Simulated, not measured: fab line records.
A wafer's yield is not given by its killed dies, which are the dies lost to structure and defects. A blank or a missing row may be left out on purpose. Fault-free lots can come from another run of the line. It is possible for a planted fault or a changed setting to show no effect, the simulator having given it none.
fab line records :: flow sky130
record:
  lots: 13
  wafers: 39
  lastDay: 51
route steps=708 shown VIA1@478 PAD_OPEN@708
lots with no fault: from the same line, run without faults
startH: hours from the record's opening day to when the first of the lot's shown wafers began :: waitH: hours since the lot's step before :: " unchanged from the row above :: L1.1+2: a single row standing in for several wafers :: - either no value or no given start :: * or withheld: withheld :: < > ~ a bound
route shown NAME@n: NAME is a module with steps in the file, n the number in the route of the first one :: usual: the fault-free wafers' mean and standard deviation :: same: alike in all rows :: chamber/n: place in a boat :: sites: readings site by site :: _std_site: standard deviation of those values :: _edge_site: outer sites' mean less inner sites' :: radiusMm: for every site, how far away it sits from the centre of the wafer :: mask NAME#n: copy n :: behind: the most recent tool/chamber to have shaped the wafer :: hold: cause of the lot's hold/its duration in hours/its outcome :: device: names the non-switching transistor (n, p or np) :: end of line: the route-end tests of the same wafers :: for a step that has no rows: nothing shown but its recipe :: killed: not the wafer's yield, but the dies lost to structure and defects at the first sort :: map: a wafer's dies, x killed, . not, _ none there
set.NAME: setting as actually run; set.NAME@STEP: the setting as run at that earlier step :: model.NAME: the simulator's own value behind a step, which no gauge read
route steps across a sampled set of lots; one table per step, one row per wafer
services: a tool's chamber out of use, with start hour (startH, from the record's first day; less than 0 if before it), hours out, and reason
== steps ==
step: SKY_VIA1_SPUTTER_20
recipe:
  material: TiN
  targetThkNm: 20
  chamberPressurePa: 5
  powerW: 4000
  timeS: 80
usual:
  chamberPressurePa: 4.999/0.011
  throttleValvePct: 30.1/0.92
lot.wafer: L201.1
tool: pvdSputter-03
chamber: -
startH: 817.42
waitH: 0.0
chamberPressurePa: 4.994
throttleValvePct: 28.6

lot.wafer: L201.2
tool: pvdSputter-03
chamber: -
startH: 817.42
waitH: 0.0
chamberPressurePa: 4.997
throttleValvePct: 31.0

lot.wafer: L201.6
tool: pvdSputter-03
chamber: -
startH: 817.42
waitH: 0.0
chamberPressurePa: 4.998
throttleValvePct: 31.5

lot.wafer: L204.4
tool: pvdSputter-04
chamber: -
startH: 839.03
waitH: 0.0
chamberPressurePa: 5.008
throttleValvePct: 29.7

lot.wafer: L204.5
tool: pvdSputter-04
chamber: -
startH: 839.03
waitH: 0.0
chamberPressurePa: 4.987
throttleValvePct: 31.3

lot.wafer: L204.6
tool: pvdSputter-04
chamber: -
startH: 839.03
waitH: 0.0
chamberPressurePa: 4.992
throttleValvePct: 29.9

lot.wafer: L203.2
tool: pvdSputter-04
chamber: -
startH: 842.80
waitH: 0.0
chamberPressurePa: 5.010
throttleValvePct: 29.8

lot.wafer: L203.4
tool: pvdSputter-04
chamber: -
startH: 842.80
waitH: 0.0
chamberPressurePa: 5.019
throttleValvePct: 31.7

lot.wafer: L203.6
tool: pvdSputter-04
chamber: -
startH: 842.80
waitH: 0.0
chamberPressurePa: 5.004
throttleValvePct: 29.9

lot.wafer: L206.1
tool: pvdSputter-03
chamber: -
startH: 855.79
waitH: 0.0
chamberPressurePa: 4.994
throttleValvePct: 29.8

lot.wafer: L206.3
tool: pvdSputter-03
chamber: -
startH: 855.79
waitH: 0.0
chamberPressurePa: 4.996
throttleValvePct: 31.2

lot.wafer: L206.6
tool: pvdSputter-03
chamber: -
startH: 855.79
waitH: 0.0
chamberPressurePa: 5.009
throttleValvePct: 28.7

lot.wafer: L207.2
tool: pvdSputter-01
chamber: -
startH: 859.10
waitH: 0.0
chamberPressurePa: 5.001
throttleValvePct: 31.1

lot.wafer: L207.3
tool: pvdSputter-01
chamber: -
startH: 859.10
waitH: 0.0
chamberPressurePa: 4.993
throttleValvePct: 30.4

lot.wafer: L207.5
tool: pvdSputter-01
chamber: -
startH: 859.10
waitH: 0.0
chamberPressurePa: 5.002
throttleValvePct: 31.1

lot.wafer: L208.1
tool: pvdSputter-03
chamber: -
startH: 868.75
waitH: 0.0
chamberPressurePa: 4.995
throttleValvePct: 29.5

lot.wafer: L208.2
tool: pvdSputter-03
chamber: -
startH: 868.75
waitH: 0.0
chamberPressurePa: 4.991
throttleValvePct: 28.5

lot.wafer: L208.6
tool: pvdSputter-03
chamber: -
startH: 868.75
waitH: 0.0
chamberPressurePa: 4.997
throttleValvePct: 30.9

lot.wafer: L209.2
tool: pvdSputter-04
chamber: -
startH: 881.05
waitH: 0.0
chamberPressurePa: 4.999
throttleValvePct: 29.8

lot.wafer: L209.3
tool: pvdSputter-04
chamber: -
startH: 881.05
waitH: 0.0
chamberPressurePa: 5.010
throttleValvePct: 31.1

lot.wafer: L209.6
tool: pvdSputter-04
chamber: -
startH: 881.05
waitH: 0.0
chamberPressurePa: 4.999
throttleValvePct: 29.8

lot.wafer: L211.1
tool: pvdSputter-04
chamber: -
startH: 891.55
waitH: 0.0
chamberPressurePa: 5.016
throttleValvePct: 29.7

lot.wafer: L211.2
tool: pvdSputter-04
chamber: -
startH: 891.55
waitH: 0.0
chamberPressurePa: 5.000
throttleValvePct: 31.3

lot.wafer: L211.5
tool: pvdSputter-04
chamber: -
startH: 891.55
waitH: 0.0
chamberPressurePa: 4.998
throttleValvePct: 29.9

lot.wafer: L213.2
tool: pvdSputter-03
chamber: -
startH: 906.50
waitH: 0.0
chamberPressurePa: 5.003
throttleValvePct: 28.6

lot.wafer: L213.3
tool: pvdSputter-03
chamber: -
startH: 906.50
waitH: 0.0
chamberPressurePa: 5.020
throttleValvePct: 30.2

lot.wafer: L213.4
tool: pvdSputter-03
chamber: -
startH: 906.50
waitH: 0.0
chamberPressurePa: 4.986
throttleValvePct: 31.1

lot.wafer: L212.1
tool: pvdSputter-01
chamber: -
startH: 908.85
waitH: 0.0
chamberPressurePa: 4.991
throttleValvePct: 30.9

lot.wafer: L212.2
tool: pvdSputter-01
chamber: -
startH: 908.85
waitH: 0.0
chamberPressurePa: 5.007
throttleValvePct: 30.5

lot.wafer: L212.3
tool: pvdSputter-01
chamber: -
startH: 908.85
waitH: 0.0
chamberPressurePa: 4.986
throttleValvePct: 29.0

lot.wafer: L215.2
tool: pvdSputter-03
chamber: -
startH: 920.65
waitH: 0.0
chamberPressurePa: 5.013
throttleValvePct: 29.5

lot.wafer: L215.3
tool: pvdSputter-03
chamber: -
startH: 920.65
waitH: 0.0
chamberPressurePa: 4.987
throttleValvePct: 28.4

lot.wafer: L215.4
tool: pvdSputter-03
chamber: -
startH: 920.65
waitH: 0.0
chamberPressurePa: 4.983
throttleValvePct: 30.2

lot.wafer: L220.1
tool: pvdSputter-04
chamber: -
startH: 968.40
waitH: 0.0
chamberPressurePa: 4.663
throttleValvePct: 31.1

lot.wafer: L220.3
tool: pvdSputter-04
chamber: -
startH: 968.40
waitH: 0.0
chamberPressurePa: 4.998
throttleValvePct: 29.8

lot.wafer: L220.4
tool: pvdSputter-04
chamber: -
startH: 968.40
waitH: 0.0
chamberPressurePa: 4.638
throttleValvePct: 30.9

lot.wafer: L223.2
tool: pvdSputter-03
chamber: -
startH: 977.05
waitH: 0.0
chamberPressurePa: 5.001
throttleValvePct: 31.3

lot.wafer: L223.3
tool: pvdSputter-03
chamber: -
startH: 977.05
waitH: 0.0
chamberPressurePa: 5.011
throttleValvePct: 29.7

lot.wafer: L223.5
tool: pvdSputter-03
chamber: -
startH: 977.05
waitH: 0.0
chamberPressurePa: 4.995
throttleValvePct: 30.1
step: SKY_PAD_OPEN_PROBE_99
usual:
  defectLimitedYield: 82.5/2
  killed_at_M0_to_M3: 44/6.9
  killed_at_M4_up: 3.1/1.7
  killedAtContacts: 25/5.6
  killedAtFrontEnd: 14/4.3
  killedAtOther: 0.3/0.51
  killedDies: 86/9.8
  killedOpen: 47/6.5
  killedShort: 39/6.6
  sort_bin_3_pad_short: 0.8/0.46
  sort_bin_5_function: 10.3/1.5
  sort_bin_6_memory: 6.4/1
  sortNPass: 406/9.8
  sortYieldPct: 82.5/2
same:
  grossDies: 492
  killedAtBackSide: 0
  sort_bin_4_leakage[%]: 0
  sort_bin_8_speed[%]: 0
lot.wafer: L213.2
tool: prober-02
chamber: -
startH: 1166.52
waitH: 0.1
defectLimitedYield[%]: 82.7
killed_at_M0_to_M3: 41
killed_at_M4_up: 3
killedAtContacts: 23
killedAtFrontEnd: 18
killedAtOther: 0
killedDies: 85
killedOpen: 43
killedShort: 42
sort_bin_3_pad_short[%]: 0.4
sort_bin_5_function[%]: 9.3
sort_bin_6_memory[%]: 7.5
sortNPass: 407
sortYieldPct[%]: 82.7

lot.wafer: L213.3
tool: prober-02
chamber: -
startH: 1166.57
waitH: 0.2
defectLimitedYield[%]: 80.1
killed_at_M0_to_M3: 42
killed_at_M4_up: 3
killedAtContacts: 37
killedAtFrontEnd: 15
killedAtOther: 1
killedDies: 98
killedOpen: 51
killedShort: 47
sort_bin_3_pad_short[%]: 1.0
sort_bin_5_function[%]: 12.0
sort_bin_6_memory[%]: 6.9
sortNPass: 394
sortYieldPct[%]: 80.1

lot.wafer: L213.4
tool: prober-02
chamber: -
startH: 1166.62
waitH: 0.2
defectLimitedYield[%]: 83.7
killed_at_M0_to_M3: 36
killed_at_M4_up: 3
killedAtContacts: 26
killedAtFrontEnd: 15
killedAtOther: 0
killedDies: 80
killedOpen: 46
killedShort: 34
sort_bin_3_pad_short[%]: 0.6
sort_bin_5_function[%]: 9.1
sort_bin_6_memory[%]: 6.5
sortNPass: 412
sortYieldPct[%]: 83.7

lot.wafer: L212.1
tool: prober-01
chamber: -
startH: 1167.04
waitH: 0.1
defectLimitedYield[%]: 78.5
killed_at_M0_to_M3: 46
killed_at_M4_up: 7
killedAtContacts: 37
killedAtFrontEnd: 16
killedAtOther: 0
killedDies: 106
killedOpen: 55
killedShort: 51
sort_bin_3_pad_short[%]: 1.4
sort_bin_5_function[%]: 11.8
sort_bin_6_memory[%]: 8.3
sortNPass: 386
sortYieldPct[%]: 78.5

lot.wafer: L212.2
tool: prober-01
chamber: -
startH: 1167.09
waitH: 0.1
defectLimitedYield[%]: 81.9
killed_at_M0_to_M3: 51
killed_at_M4_up: 2
killedAtContacts: 24
killedAtFrontEnd: 11
killedAtOther: 1
killedDies: 89
killedOpen: 48
killedShort: 41
sort_bin_3_pad_short[%]: 1.2
sort_bin_5_function[%]: 9.6
sort_bin_6_memory[%]: 7.3
sortNPass: 403
sortYieldPct[%]: 81.9

lot.wafer: L212.3
tool: prober-01
chamber: -
startH: 1167.14
waitH: 0.2
defectLimitedYield[%]: 80.1
killed_at_M0_to_M3: 52
killed_at_M4_up: 2
killedAtContacts: 28
killedAtFrontEnd: 16
killedAtOther: 0
killedDies: 98
killedOpen: 55
killedShort: 43
sort_bin_3_pad_short[%]: 1.0
sort_bin_5_function[%]: 11.0
sort_bin_6_memory[%]: 7.9
sortNPass: 394
sortYieldPct[%]: 80.1
killed by level:class
L213.2 CONTACT:geometricParticle:open=8 VIA1:geometricParticle:open=8 FIELD_ISO:geometricParticle:short=6 CONTACT:geometricParticle:short=5 LI_CONTACT:geometricParticle:open=5 VIA2:geometricParticle:short=5 VIA2:geometricParticle:open=5 FIELD_ISO:geometricParticle:open=4
L213.3 CONTACT:geometricParticle:open=14 CONTACT:geometricParticle:short=9 VIA1:geometricParticle:open=9 LI_CONTACT:geometricParticle:open=8 METAL1:geometricParticle:short=8 METAL2:geometricParticle:short=5 VIA3:geometricParticle:open=5 METAL3:geometricParticle:short=4
L213.4 CONTACT:geometricParticle:open=11 LI_CONTACT:geometricParticle:open=7 VIA2:geometricParticle:open=6 VIA1:geometricParticle:short=6 FIELD_ISO:geometricParticle:short=5 VIA1:geometricParticle:open=5 LOCAL_INTERCONNECT:geometricParticle:short=4 METAL1:geometricParticle:open=4
L212.1 CONTACT:geometricParticle:open=15 METAL2:geometricParticle:short=9 VIA1:geometricParticle:open=8 LI_CONTACT:geometricParticle:open=8 VIA2:geometricParticle:open=7 LOCAL_INTERCONNECT:geometricParticle:short=6 METAL1:geometricParticle:short=6 METAL4:geometricParticle:short=6
L212.2 CONTACT:geometricParticle:open=12 VIA1:geometricParticle:open=11 VIA1:geometricParticle:short=7 METAL1:geometricParticle:short=7 VIA2:geometricParticle:open=6 FIELD_ISO:geometricParticle:short=5 VIA3:geometricParticle:open=5 LI_CONTACT:geometricParticle:open=4
L212.3 LI_CONTACT:geometricParticle:open=13 CONTACT:geometricParticle:open=10 VIA1:geometricParticle:open=10 VIA1:geometricParticle:short=7 METAL1:geometricParticle:short=7 METAL2:geometricParticle:short=7 VIA3:geometricParticle:open=6 VIA3:geometricParticle:short=5
== services ==
tool: pvdSputter-04
chamber: -
startH: 799.87
hours: 8.3
kind: repair

tool: pvdSputter-01
chamber: -
startH: 906.44
hours: 0.7
kind: repair

tool: pvdSputter-04
chamber: -
startH: 955.88
hours: 0.6
kind: repair
== key ==
firstSign:
  step: SKY_VIA1_SPUTTER_20
  reading: chamberPressurePa
  direction: down
  sigmas: 33
  usual: 4.999
  struck: 4.650
effect none on later readings
metAt SKY_VIA1_SPUTTER_20
struckLots L220
struckWafers L220.1,L220.4
onsetBetween 891.55 968.40
fault:
  kind: processParameterDrift
  tool: pvdSputter-04
  chamber: -
  onsetH: 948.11
  steps: SKY_VIA1_SPUTTER_20
  channel: chamberPressurePa
  offset: -0.34089
  shape: step
  endH: 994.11
  actsIn: theseRecipesOnly
  stated: 5
  scope: struckWafersOnly
